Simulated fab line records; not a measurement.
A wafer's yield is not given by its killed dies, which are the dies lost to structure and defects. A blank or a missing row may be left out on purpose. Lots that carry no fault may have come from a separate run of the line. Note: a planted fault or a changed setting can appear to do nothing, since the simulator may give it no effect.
fab line records    flow sky130
record: lots: 24  wafers: 72  lastDay: 50
route steps=708 shown POLY_GATE@227 METAL2@502 VIA2@519 METAL3@534 PASSIVATION@682
lots untouched by any fault: they come from a run of this same line in which no faults occurred
startH: the number of hours between the record's first day and the start of the first shown wafer of the lot    waitH: hours elapsed since this lot's preceding step    " identical to the entry in the row above    L1.1+2: several wafers, shown together as one row    - no value, or no start given    * or withheld: withheld    < > ~ a bound
route shown NAME@n: NAME is a module with steps in the file, n the number in the route of the first one    usual: mean/standard deviation taken from wafers without a fault    same: alike in all rows    chamber/n: place in a boat    sites: readings site by site    _std_site: standard deviation of those values    _edge_site: outer sites' mean less inner sites'    radiusMm: for every site, how far away it sits from the centre of the wafer    mask NAME#n: copy n    behind: the last tool/chamber to shape the wafer    hold: reason for holding the lot/hours on hold/outcome of the hold    device: the transistor (n, p or np) that didn't switch    end of line: tests of these same wafers at the route's end    where a step has no rows: the recipe by itself    killed: not the wafer's yield, but the dies lost to structure and defects at the first sort    map: per-die view of a wafer (x killed, . not killed, _ where there is no die)
set.NAME: the setting as run; set.NAME@STEP: as run at that earlier step    model.NAME: the simulator's own value behind a step, which no gauge read
the route's steps for a sample of lots (tables are steps, rows are wafers)
services: the hour from which a tool's chamber was out of use, counted from the record's first day as startH (under 0 if before that day), plus the number of hours and why
== steps ==
step: SKY_POLY_GATE_CD_MEAS_13
recipe: targetCdNm: 150
usual: cdNm: 149.8/1.3
lot.wafer  tool      chamber  startH  waitH  cdNm
L074.1     cdSem-01  -        379.12  -      151.5
L074.3     "         -        "       "      149.9
L074.6     "         -        "       "      151.6
L075.1     cdSem-02  -        384.98  -      150.2
L075.2     "         -        "       "      150.8
L075.3     "         -        "       "      148.7
L076.2     cdSem-01  -        396.45  -      150.6
L076.3     "         -        "       "      150.5
L076.4     "         -        "       "      149.3
L077.1     cdSem-02  -        401.60  -      150.5
L077.4     "         -        "       "      148.9
L077.5     "         -        "       "      149.9
L078.1     cdSem-01  -        415.82  -      150.7
L078.2     "         -        "       "      150.3
L078.3     "         -        "       "      150.4
L079.2     cdSem-02  -        423.85  -      149.9
L079.5     "         -        "       "      150.4
L079.6     "         -        "       "      150.6
L080.3     cdSem-01  -        431.77  -      148.9
L080.4     "         -        "       "      148.8
L080.6     "         -        "       "      148.1
L081.2     cdSem-01  -        451.99  -      149.0
L081.4     "         -        "       "      149.2
L081.5     "         -        "       "      148.9
L082.1     cdSem-02  -        473.83  -      150.7
L082.2     "         -        "       "      151.2
L082.4     "         -        "       "      150.9
L083.1     cdSem-01  -        477.75  -      149.3
L083.4     "         -        "       "      149.5
L083.6     "         -        "       "      149.5
L084.1     cdSem-01  -        482.92  -      146.8
L084.2     "         -        "       "      147.0
L084.3     "         -        "       "      147.6
L086.1     cdSem-02  -        490.40  -      151.7
L086.5     "         -        "       "      151.4
L086.6     "         -        "       "      151.1
L085.1     cdSem-02  -        491.55  -      148.6
L085.5     "         -        "       "      149.8
L085.6     "         -        "       "      148.0
L087.4     cdSem-02  -        496.94  -      151.4
L087.5     "         -        "       "      149.5
L087.6     "         -        "       "      150.4
L088.3     cdSem-02  -        508.71  -      148.0
L088.5     "         -        "       "      148.4
L088.6     "         -        "       "      148.3
L089.2     cdSem-02  -        512.25  -      148.6
L089.3     "         -        "       "      147.1
L089.5     "         -        "       "      148.2
L090.2     cdSem-01  -        523.49  -      147.9
L090.3     "         -        "       "      148.8
L090.5     "         -        "       "      149.6
L091.2     cdSem-01  -        529.85  -      150.4
L091.3     "         -        "       "      150.8
L091.4     "         -        "       "      148.2
L092.3     cdSem-01  -        538.47  -      150.9
L092.4     "         -        "       "      151.2
L092.5     "         -        "       "      153.0
L093.1     cdSem-01  -        540.88  -      147.6
L093.3     "         -        "       "      147.6
L093.6     "         -        "       "      149.4
L094.1     cdSem-02  -        555.88  -      149.5
L094.2     "         -        "       "      148.8
L094.4     "         -        "       "      149.5
L095.1     cdSem-02  -        565.13  -      152.0
L095.2     "         -        "       "      151.8
L095.5     "         -        "       "      151.8
L096.2     cdSem-02  -        569.12  -      150.2
L096.3     "         -        "       "      150.7
L096.5     "         -        "       "      150.9
L097.1     cdSem-02  -        579.03  -      149.8
L097.4     "         -        "       "      149.8
L097.5     "         -        "       "      150.3
step: SKY_METAL2_METAL_ETCH_19
recipe: targetDepthA: 3600  stopOn: SiO2  overEtchFrac: 0.3  timeS: 78  chemistry: Cl2/BCl3  resistSidewallDeg: 88  pressureMtorr: 10  icpW: 900  biasW: 48.5  Cl2_flow_sccm: 60  bcl3FlowSccm: 30
usual: chamberPressureMTorr: 10.001/0.0094  drypumpMotorCurrentA: 5.8/0.4  oesProductAu: 0.854/0.0059  throttleValvePct: 22.264/0.0092
lot.wafer  tool         chamber  startH  waitH  chamberPressureMTorr  drypumpMotorCurrentA  oesProductAu  rfHoursCounterH  throttleValvePct
L074.1     rieMetal-03  0        835.52  0.0    9.983                 5.6                   0.852         5                22.257
L074.3     "            1        "       "      10.001                6.0                   0.846         -                22.260
L074.6     "            1        "       "      10.002                6.0                   0.852         -                22.259
L075.1     rieMetal-02  0        842.15  0.0    10.011                6.0                   0.865         1                22.244
L075.2     "            1        "       "      10.001                6.3                   0.851         18               22.271
L075.3     "            0        "       "      10.009                6.0                   0.861         -                22.268
L076.2     rieMetal-03  1        849.57  0.0    10.000                6.0                   0.854         2                22.261
L076.3     "            1        "       "      10.004                6.0                   0.850         -                22.263
L076.4     "            0        "       "      9.997                 5.6                   0.855         -                22.251
L077.1     rieMetal-02  1        854.38  0.1    9.999                 6.3                   0.863         18               22.274
L077.4     "            1        "       "      10.017                6.3                   0.850         -                22.265
L077.5     "            0        "       "      10.011                6.0                   0.871         -                22.279
L078.1     rieMetal-02  1        866.27  0.0    10.012                6.3                   0.852         19               22.261
L078.2     "            0        "       "      9.992                 6.0                   0.856         2                22.253
L078.3     "            0        "       "      9.998                 6.0                   0.861         -                22.248
L079.2     rieMetal-01  1        872.17  0.1    9.993                 5.1                   0.857         -                22.255
L079.5     "            1        "       "      9.992                 5.1                   0.855         -                22.267
L079.6     "            1        "       "      9.997                 5.1                   0.860         -                22.254
L080.3     rieMetal-02  0        881.25  0.1    10.009                6.0                   0.848         -                22.269
L080.4     "            0        "       "      10.014                6.0                   0.858         -                22.267
L080.6     "            0        "       "      9.998                 6.0                   0.859         -                22.282
L081.2     rieMetal-01  1        896.65  0.1    10.005                5.1                   0.847         -                22.275
L081.4     "            1        "       "      10.010                5.1                   0.850         -                22.269
L081.5     "            1        "       "      10.000                5.1                   0.852         -                22.273
L082.1     rieMetal-03  0        916.92  0.0    9.999                 5.5                   0.858         8                22.278
L082.2     "            1        "       "      10.002                6.0                   0.858         5                22.270
L082.4     "            0        "       "      9.988                 5.6                   0.855         -                22.248
L083.1     rieMetal-03  0        918.27  0.0    9.981                 5.6                   0.856         9                22.260
L083.4     "            0        "       "      9.998                 5.6                   0.846         -                22.261
L083.6     "            1        "       "      9.984                 6.0                   0.855         -                22.269
L084.1     rieMetal-01  0        921.65  0.0    10.003                5.6                   0.858         8                22.246
L084.2     "            1        "       "      10.019                5.1                   0.855         21               22.258
L084.3     "            0        "       "      9.999                 5.6                   0.852         -                22.260
L085.1     rieMetal-03  0        928.35  0.0    9.994                 5.6                   0.842         9                22.264
L085.5     "            0        "       "      9.995                 5.6                   0.847         -                22.268
L085.6     "            1        "       "      9.994                 6.0                   0.850         -                22.274
L086.1     rieMetal-01  1        928.75  0.0    10.007                5.1                   0.851         21               22.270
L086.5     "            1        "       "      10.008                5.1                   0.862         -                22.252
L086.6     "            0        "       "      9.990                 5.6                   0.854         -                22.275
L087.4     rieMetal-02  0        930.55  0.1    10.009                6.0                   0.852         -                22.274
L087.5     "            1        "       "      9.996                 6.3                   0.849         -                22.271
L087.6     "            0        "       "      10.010                6.0                   0.857         -                22.271
L088.3     rieMetal-03  1        943.05  0.1    9.990                 6.0                   0.863         -                22.263
L088.5     "            1        "       "      10.007                6.0                   0.855         -                22.263
L088.6     "            0        "       "      9.987                 5.6                   0.842         -                22.264
L089.2     rieMetal-02  0        947.65  0.0    10.017                6.0                   0.861         7                22.263
L089.3     "            1        "       "      10.002                6.3                   0.852         -                22.267
L089.5     "            0        "       "      10.003                6.0                   0.854         -                22.282
L090.2     rieMetal-03  1        952.75  0.0    10.004                6.0                   0.850         7                22.259
L090.3     "            1        "       "      9.995                 6.0                   0.860         -                22.268
L090.5     "            1        "       "      10.013                6.0                   0.857         -                22.273
L091.2     rieMetal-02  1        958.97  0.0    9.977                 6.3                   0.857         3                22.254
L091.3     "            0        "       "      10.014                6.0                   0.853         -                22.257
L091.4     "            1        "       "      9.999                 6.3                   0.850         -                22.253
L093.1     rieMetal-02  0        965.50  0.0    10.005                6.0                   0.859         8                22.256
L093.3     "            0        "       "      10.011                6.0                   0.853         -                22.253
L093.6     "            0        "       "      9.993                 6.0                   0.858         -                22.274
L092.3     rieMetal-01  0        973.13  0.1    9.995                 5.6                   0.871         -                22.256
L092.4     "            1        "       "      10.007                5.1                   0.849         -                22.253
L092.5     "            1        "       "      9.980                 5.1                   0.849         -                22.264
L094.1     rieMetal-02  1        979.68  0.0    10.007                6.3                   0.859         4                22.266
L094.2     "            0        "       "      10.010                6.0                   0.858         8                22.261
L094.4     "            0        "       "      9.991                 6.0                   0.856         -                22.254
L095.1     rieMetal-01  1        985.55  0.0    10.011                5.1                   0.851         2                22.267
L095.2     "            0        "       "      10.013                5.6                   0.860         13               22.272
L095.5     "            1        "       "      10.002                5.1                   0.868         -                22.253
L096.2     rieMetal-02  0        989.88  0.0    10.008                6.0                   0.847         9                22.266
L096.3     "            1        "       "      10.006                6.3                   0.850         -                22.268
L096.5     "            0        "       "      9.997                 6.0                   0.842         -                22.273
L097.1     rieMetal-02  1        995.35  0.0    10.000                6.3                   0.856         5                22.269
L097.4     "            1        "       "      10.008                6.3                   0.855         -                22.269
L097.5     "            0        "       "      9.991                 6.0                   0.855         -                22.281
step: SKY_METAL2_STRIP_20
recipe: chemistry: O2/N2  powerW: 1400  pressureMtorr: 1500  platenTempC: withheld  o2FlowSccm: 3000  n2FlowSccm: 300  overashFraction: 0.5
usual: chamberPressureMTorr: 1500.1/1.3  drypumpMotorCurrentA: 6.1/0.55  oesProductAu: 0.342/0.0046  stripTimeToEndpointS: 2.69/0.039
lot.wafer  tool            chamber  startH  waitH  chamberPressureMTorr  drypumpMotorCurrentA  oesProductAu  rfHoursCounterH  stripTimeToEndpointS
L074.1     plasmaAsher-04  0        835.61  0.1    1497.7                6.5                   0.337         101              2.72
L074.3     "               0        "       "      1499.7                6.5                   0.346         -                2.67
L074.6     "               1        "       "      1499.4                6.0                   0.348         -                2.65
L075.1     plasmaAsher-02  1        842.24  0.1    1499.4                6.6                   0.334         75               2.67
L075.2     "               0        "       "      1502.8                5.1                   0.339         75               2.69
L075.3     "               0        "       "      1500.5                5.1                   0.343         -                2.70
L076.2     plasmaAsher-02  0        849.66  0.1    1501.1                5.1                   0.342         76               2.68
L076.3     "               1        "       "      1499.8                6.6                   0.347         -                2.67
L076.4     "               0        "       "      1498.2                5.1                   0.342         -                2.74
L077.1     plasmaAsher-02  0        854.50  0.1    1499.8                5.1                   0.342         77               2.72
L077.4     "               0        "       "      1499.8                5.1                   0.337         -                2.70
L077.5     "               0        "       "      1498.0                5.1                   0.335         -                2.65
L078.1     plasmaAsher-02  1        866.36  0.1    1500.2                6.6                   0.341         78               2.66
L078.2     "               0        "       "      1501.5                5.1                   0.340         78               2.62
L078.3     "               0        "       "      1498.9                5.1                   0.334         -                2.62
L079.2     plasmaAsher-02  1        872.32  0.1    1499.5                6.6                   0.335         79               2.64
L079.5     "               1        "       "      1501.3                6.7                   0.339         -                2.63
L079.6     "               0        "       "      1501.1                5.1                   0.346         -                2.65
L080.3     plasmaAsher-04  1        881.41  0.1    1499.2                6.0                   0.346         -                2.65
L080.4     "               0        "       "      1501.0                6.5                   0.339         -                2.70
L080.6     "               0        "       "      1499.4                6.5                   0.347         -                2.62
L081.2     plasmaAsher-01  0        896.80  0.1    1500.3                6.5                   0.338         49               2.67
L081.4     "               0        "       "      1501.6                6.5                   0.342         -                2.67
L081.5     "               1        "       "      1502.8                5.7                   0.334         -                2.68
L082.1     plasmaAsher-04  1        917.01  0.1    1498.4                6.0                   0.345         110              2.73
L082.2     "               0        "       "      1502.2                6.5                   0.348         110              2.67
L082.4     "               1        "       "      1499.9                6.0                   0.341         -                2.71
L083.1     plasmaAsher-04  0        918.36  0.1    1500.2                6.5                   0.343         111              2.71
L083.4     "               0        "       "      1500.7                6.5                   0.345         -                2.69
L083.6     "               0        "       "      1499.6                6.5                   0.339         -                2.66
L084.1     plasmaAsher-01  1        921.74  0.1    1496.0                5.7                   0.340         52               2.71
L084.2     "               0        "       "      1500.2                6.4                   0.350         52               2.72
L084.3     "               1        "       "      1499.9                5.7                   0.340         -                2.75
L085.1     plasmaAsher-02  0        928.44  0.1    1497.6                5.1                   0.346         84               2.74
L085.5     "               0        "       "      1499.5                5.1                   0.346         -                2.74
L085.6     "               1        "       "      1500.7                6.6                   0.342         -                2.71
L086.1     plasmaAsher-04  1        928.84  0.1    1501.5                6.0                   0.339         112              2.69
L086.5     "               1        "       "      1498.5                6.0                   0.348         -                2.73
L086.6     "               0        "       "      1502.9                6.5                   0.348         -                2.78
L087.4     plasmaAsher-02  0        930.65  0.1    1501.8                5.1                   0.338         -                2.68
L087.5     "               0        "       "      1500.6                5.1                   0.344         -                2.75
L087.6     "               1        "       "      1500.4                6.6                   0.334         -                2.65
L088.3     plasmaAsher-04  1        943.15  0.1    1499.5                6.0                   0.342         -                2.69
L088.5     "               0        "       "      1501.0                6.5                   0.344         -                2.71
L088.6     "               1        "       "      1500.4                6.0                   0.340         -                2.70
L089.2     plasmaAsher-01  1        947.74  0.1    1499.5                5.7                   0.348         54               2.66
L089.3     "               0        "       "      1501.9                6.5                   0.349         -                2.75
L089.5     "               0        "       "      1500.9                6.5                   0.342         -                2.66
L090.2     plasmaAsher-01  1        952.84  0.1    1500.8                5.7                   0.340         55               2.70
L090.3     "               0        "       "      1500.7                6.5                   0.342         -                2.71
L090.5     "               1        "       "      1502.8                5.7                   0.346         -                2.70
L091.2     plasmaAsher-04  1        959.06  0.1    1499.7                6.0                   0.345         115              2.74
L091.3     "               0        "       "      1501.6                6.5                   0.339         -                2.62
L091.4     "               1        "       "      1499.7                6.0                   0.336         -                2.71
L093.1     plasmaAsher-01  0        965.59  0.1    1499.7                6.5                   0.336         56               2.62
L093.3     "               0        "       "      1502.0                6.5                   0.343         -                2.63
L093.6     "               0        "       "      1500.8                6.5                   0.333         -                2.63
L092.3     plasmaAsher-01  1        973.22  0.1    1498.8                5.7                   0.334         -                2.68
L092.4     "               0        "       "      1498.3                6.5                   0.344         -                2.74
L092.5     "               0        "       "      1499.1                6.5                   0.354         -                2.73
L094.1     plasmaAsher-02  1        979.77  0.1    1500.4                6.6                   0.340         89               2.67
L094.2     "               0        "       "      1500.8                5.1                   0.343         89               2.64
L094.4     "               1        "       "      1499.8                6.6                   0.337         -                2.61
L095.1     plasmaAsher-04  0        985.64  0.1    1499.0                6.6                   0.342         117              2.70
L095.2     "               1        "       "      1500.3                6.0                   0.341         117              2.70
L095.5     "               0        "       "      1500.5                6.5                   0.343         -                2.72
L096.2     plasmaAsher-02  1        989.97  0.1    1501.4                6.6                   0.344         90               2.67
L096.3     "               0        "       "      1499.8                5.1                   0.341         -                2.75
L096.5     "               0        "       "      1497.9                5.1                   0.337         -                2.66
L097.1     plasmaAsher-04  1        995.44  0.1    1499.6                6.0                   0.339         118              2.69
L097.4     "               1        "       "      1499.6                6.0                   0.335         -                2.69
L097.5     "               0        "       "      1498.7                6.5                   0.339         -                2.61
step: SKY_VIA2_CD_MEAS_12
recipe: targetCdNm: 200
usual: cdNm: 200.5/1.4
lot.wafer  tool      chamber  startH   waitH  cdNm
L074.1     cdSem-01  -        863.05   -      198.4
L074.3     "         -        "        "      199.4
L074.6     "         -        "        "      199.4
L075.1     cdSem-02  -        870.08   -      199.5
L075.2     "         -        "        "      200.8
L075.3     "         -        "        "      200.5
L076.2     cdSem-02  -        877.42   -      201.6
L076.3     "         -        "        "      201.9
L076.4     "         -        "        "      201.4
L077.1     cdSem-02  -        881.40   -      199.4
L077.4     "         -        "        "      199.2
L077.5     "         -        "        "      199.6
L078.1     cdSem-02  -        893.12   -      198.3
L078.2     "         -        "        "      197.4
L078.3     "         -        "        "      198.1
L079.2     cdSem-01  -        899.77   -      201.7
L079.5     "         -        "        "      199.5
L079.6     "         -        "        "      200.1
L080.3     cdSem-01  -        908.31   -      201.4
L080.4     "         -        "        "      200.9
L080.6     "         -        "        "      201.4
L081.2     cdSem-02  -        923.45   -      199.7
L081.4     "         -        "        "      199.4
L081.5     "         -        "        "      198.5
L082.1     cdSem-02  -        943.45   -      202.4
L082.2     "         -        "        "      201.5
L082.4     "         -        "        "      201.8
L083.1     cdSem-01  -        944.98   -      202.6
L083.4     "         -        "        "      202.5
L083.6     "         -        "        "      202.4
L084.1     cdSem-01  -        948.37   -      201.5
L084.2     "         -        "        "      200.9
L084.3     "         -        "        "      200.8
L085.1     cdSem-02  -        955.00   -      200.9
L085.5     "         -        "        "      201.0
L085.6     "         -        "        "      199.8
L086.1     cdSem-02  -        955.39   -      199.6
L086.5     "         -        "        "      200.8
L086.6     "         -        "        "      200.6
L087.4     cdSem-02  -        956.36   -      198.6
L087.5     "         -        "        "      196.9
L087.6     "         -        "        "      199.9
L088.3     cdSem-01  -        968.32   -      200.7
L088.5     "         -        "        "      199.6
L088.6     "         -        "        "      200.4
L089.2     cdSem-02  -        973.20   -      199.3
L089.3     "         -        "        "      199.1
L089.5     "         -        "        "      200.4
L090.2     cdSem-01  -        977.92   -      201.5
L090.3     "         -        "        "      202.0
L090.5     "         -        "        "      201.2
L091.2     cdSem-02  -        984.30   -      199.0
L091.3     "         -        "        "      199.1
L091.4     "         -        "        "      199.1
L093.1     cdSem-02  -        990.58   -      203.1
L093.3     "         -        "        "      202.0
L093.6     "         -        "        "      203.0
L092.3     cdSem-02  -        998.01   -      199.2
L092.4     "         -        "        "      198.8
L092.5     "         -        "        "      198.7
L094.1     cdSem-01  -        1005.38  -      201.5
L094.2     "         -        "        "      202.7
L094.4     "         -        "        "      201.9
L095.1     cdSem-01  -        1011.43  -      202.4
L095.2     "         -        "        "      201.7
L095.5     "         -        "        "      201.9
L096.2     cdSem-01  -        1014.42  -      200.5
L096.3     "         -        "        "      199.6
L096.5     "         -        "        "      199.0
L097.1     cdSem-02  -        1020.05  -      200.9
L097.4     "         -        "        "      199.7
L097.5     "         -        "        "      198.2
step: SKY_METAL3_SPUTTER_02
recipe: material: AlCu  targetThkNm: 735  powerW: 10600  timeS: 39.1  chamberPressurePa: 0.4
usual: throttleValvePct: 30.1/0.67
lot.wafer  tool           chamber  startH   waitH  throttleValvePct
L074.1     pvdSputter-01  -        864.75   0.0    29.6
L074.3     "              -        "        "      30.6
L074.6     "              -        "        "      30.2
L075.1     pvdSputter-04  -        871.66   0.0    29.9
L075.2     "              -        "        "      28.7
L075.3     "              -        "        "      30.4
L076.2     pvdSputter-01  -        878.97   0.0    30.2
L076.3     "              -        "        "      29.3
L076.4     "              -        "        "      29.7
L077.1     pvdSputter-03  -        882.97   0.0    30.5
L077.4     "              -        "        "      30.6
L077.5     "              -        "        "      30.5
L078.1     pvdSputter-03  -        894.70   0.0    30.2
L078.2     "              -        "        "      31.0
L078.3     "              -        "        "      30.9
L079.2     pvdSputter-01  -        901.33   0.0    30.7
L079.5     "              -        "        "      29.3
L079.6     "              -        "        "      31.1
L080.3     pvdSputter-03  -        909.85   0.0    29.3
L080.4     "              -        "        "      30.6
L080.6     "              -        "        "      30.4
L081.2     pvdSputter-03  -        925.00   0.0    30.1
L081.4     "              -        "        "      29.1
L081.5     "              -        "        "      30.6
L082.1     pvdSputter-01  -        945.19   0.0    29.2
L082.2     "              -        "        "      30.8
L082.4     "              -        "        "      29.7
L083.1     pvdSputter-04  -        946.56   0.0    29.7
L083.4     "              -        "        "      31.1
L083.6     "              -        "        "      30.5
L084.1     pvdSputter-04  -        949.98   0.0    29.8
L084.2     "              -        "        "      30.4
L084.3     "              -        "        "      31.1
L085.1     pvdSputter-04  -        956.57   0.0    30.1
L085.5     "              -        "        "      30.3
L085.6     "              -        "        "      29.8
L086.1     pvdSputter-03  -        956.97   0.0    30.8
L086.5     "              -        "        "      29.1
L086.6     "              -        "        "      30.1
L087.4     pvdSputter-01  -        957.87   0.0    29.4
L087.5     "              -        "        "      29.5
L087.6     "              -        "        "      30.8
L088.3     pvdSputter-01  -        969.86   0.0    31.1
L088.5     "              -        "        "      30.2
L088.6     "              -        "        "      29.4
L089.2     pvdSputter-04  -        974.78   0.0    31.0
L089.3     "              -        "        "      29.9
L089.5     "              -        "        "      30.5
L090.2     pvdSputter-03  -        979.49   0.0    30.8
L090.3     "              -        "        "      30.3
L090.5     "              -        "        "      30.6
L091.2     pvdSputter-04  -        985.98   0.0    30.8
L091.3     "              -        "        "      28.8
L091.4     "              -        "        "      30.5
L093.1     pvdSputter-01  -        992.16   0.0    30.2
L093.3     "              -        "        "      31.0
L093.6     "              -        "        "      29.6
L092.3     pvdSputter-03  -        999.57   0.0    30.8
L092.4     "              -        "        "      28.9
L092.5     "              -        "        "      30.5
L094.1     pvdSputter-01  -        1007.54  0.0    29.6
L094.2     "              -        "        "      29.8
L094.4     "              -        "        "      30.0
L095.1     pvdSputter-04  -        1013.15  0.0    28.6
L095.2     "              -        "        "      29.9
L095.5     "              -        "        "      29.5
L096.2     pvdSputter-03  -        1016.17  0.0    30.5
L096.3     "              -        "        "      30.5
L096.5     "              -        "        "      30.7
L097.1     pvdSputter-01  -        1021.71  0.0    29.9
L097.4     "              -        "        "      30.9
L097.5     "              -        "        "      30.1
step: SKY_PASSIVATION_THK_MEAS_01
recipe: reads: SiO2_of_PASSIVATION_CVD_00
usual: PASSIVATION_CVD_00_THK: 90.3/1.1
lot.wafer  tool          chamber  startH   waitH  PASSIVATION_CVD_00_THK[nm]
L074.1     filmMetro-04  -        1044.48  -      91.1
L074.3     "             -        "        "      91.6
L074.6     "             -        "        "      92.1
L075.1     filmMetro-02  -        1051.08  -      88.4
L075.2     "             -        "        "      90.8
L075.3     "             -        "        "      90.1
L076.2     filmMetro-04  -        1057.20  -      88.9
L076.3     "             -        "        "      89.8
L076.4     "             -        "        "      90.4
L077.1     filmMetro-02  -        1061.80  -      89.7
L077.4     "             -        "        "      91.0
L077.5     "             -        "        "      91.1
L078.1     filmMetro-04  -        1070.44  -      88.4
L078.2     "             -        "        "      88.0
L078.3     "             -        "        "      88.3
L079.2     filmMetro-01  -        1074.80  -      88.6
L079.5     "             -        "        "      91.9
L079.6     "             -        "        "      89.2
L080.3     filmMetro-01  -        1085.73  -      91.2
L080.4     "             -        "        "      91.4
L080.6     "             -        "        "      90.5
L081.2     filmMetro-02  -        1097.61  -      89.0
L081.4     "             -        "        "      90.9
L081.5     "             -        "        "      91.2
L082.1     filmMetro-01  -        1113.13  -      89.7
L082.2     "             -        "        "      90.2
L082.4     "             -        "        "      91.8
L083.1     filmMetro-02  -        1113.81  -      89.8
L083.4     "             -        "        "      91.9
L083.6     "             -        "        "      90.2
L084.1     filmMetro-04  -        1117.77  -      89.1
L084.2     "             -        "        "      89.5
L084.3     "             -        "        "      91.3
L085.1     filmMetro-02  -        1123.08  -      90.9
L085.5     "             -        "        "      91.6
L085.6     "             -        "        "      90.4
L086.1     filmMetro-02  -        1123.89  -      91.0
L086.5     "             -        "        "      90.1
L086.6     "             -        "        "      91.9
L087.4     filmMetro-01  -        1124.61  -      91.7
L087.5     "             -        "        "      90.4
L087.6     "             -        "        "      91.7
L088.3     filmMetro-02  -        1134.35  -      90.2
L088.5     "             -        "        "      91.7
L088.6     "             -        "        "      91.2
L089.2     filmMetro-02  -        1137.87  -      88.2
L089.3     "             -        "        "      90.4
L089.5     "             -        "        "      90.6
L090.2     filmMetro-01  -        1141.42  -      90.0
L090.3     "             -        "        "      89.3
L090.5     "             -        "        "      90.5
L091.2     filmMetro-01  -        1147.19  -      87.7
L091.3     "             -        "        "      89.2
L091.4     "             -        "        "      90.6
L093.1     filmMetro-02  -        1151.43  -      90.0
L093.3     "             -        "        "      88.6
L093.6     "             -        "        "      90.5
L092.3     filmMetro-02  -        1157.99  -      89.4
L092.4     "             -        "        "      90.7
L092.5     "             -        "        "      91.5
L094.1     filmMetro-01  -        1163.74  -      87.6
L094.2     "             -        "        "      87.8
L094.4     "             -        "        "      89.9
L095.1     filmMetro-04  -        1169.91  -      89.3
L095.2     "             -        "        "      89.2
L095.5     "             -        "        "      91.5
L096.2     filmMetro-01  -        1170.17  -      90.0
L096.3     "             -        "        "      88.9
L096.5     "             -        "        "      90.8
L097.1     filmMetro-04  -        1174.66  -      89.0
L097.4     "             -        "        "      89.7
L097.5     "             -        "        "      90.7
== services ==
tool            chamber  startH   hours  kind
pvdSputter-03   0        833.84   -      consumableReplace:kit
pvdSputter-03   0        833.84   18.0   scheduledDown
pvdSputter-03   0        833.84   18.0   ventCycle
plasmaAsher-01  -        846.96   0.4    repair
rieMetal-01     0        856.01   57.2   repair
rieMetal-01     1        861.02   3.1    repair
pvdSputter-01   -        871.05   5.2    repair
rieMetal-02     1        879.27   -      clean
rieMetal-02     1        879.27   30.8   scheduledDown
rieMetal-02     1        879.27   30.8   ventCycle
pvdSputter-03   -        945.43   2.0    repair
pvdSputter-04   -        952.73   1.8    repair
rieMetal-02     0        969.77   6.8    repair
rieMetal-03     -        977.13   14.6   pm
pvdSputter-01   -        978.88   1.9    repair
pvdSputter-01   1        992.26   -      consumableReplace:kit
pvdSputter-01   1        992.26   18.0   scheduledDown
pvdSputter-01   1        992.26   18.0   ventCycle
rieMetal-01     -        996.34   1.4    pm
pvdSputter-03   3        1004.08  -      consumableReplace:kit
pvdSputter-03   3        1004.08  18.0   scheduledDown
pvdSputter-03   3        1004.08  18.0   ventCycle
plasmaAsher-02  -        1015.64  0.8    repair
plasmaAsher-02  -        1018.76  2.8    pm
== key ==
fault none
